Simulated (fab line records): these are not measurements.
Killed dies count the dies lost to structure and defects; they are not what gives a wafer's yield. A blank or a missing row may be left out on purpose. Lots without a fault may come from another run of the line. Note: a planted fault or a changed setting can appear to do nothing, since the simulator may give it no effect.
Chamber matching -- flow sfqLine -- SFQ_TRILAYER_I3_DEP_PECVD_081 on pecvd-02 has 3 sister chambers
The step deposits SiO2 from SiH4/N2O, time 111.11 s, target thk 500 nm. 3 wafers are shown with their chamber, then 7 later ones without.

WAFERS PAIRED WITH THEIR CHAMBERS
wafer,chamber,throttleValvePct (%)
L079.6,2,24.2
L080.2,0,25.6
L080.4,1,26.3

WAFERS WITH NO CHAMBER GIVEN
wafer,throttleValvePct (%)
L080.5,24.0
L087.1,26.2
L087.2,25.5
L087.6,25.5
L094.1,24.1
L094.2,25.5
L094.6,24.5

WHICH CHAMBER EACH WENT THROUGH
wafer,from the rows above,in truth
L080.5,2,2
L087.1,1,1
L087.2,0,0
L087.6,0,0
L094.1,2,2
L094.2,0,0
L094.6,2,2
7 of 7 placed correctly. Can't be placed from these rows: 0. Placed wrongly: 0.
How it was worked out, from the rows above alone: a wafer's distance from a chamber is the root of the sum, over the readings, of the square of ((its reading less the chamber's mean) divided by the reading's scatter). The wafer belongs to the nearest chamber; if the next one is less than 2 further off, it can't be placed. For every chamber, the mean is computed from those of its wafers that are shown. The scatter: with one shown wafer a chamber, the root of the mean of the squares of how far each hidden wafer lies from its nearest shown one.
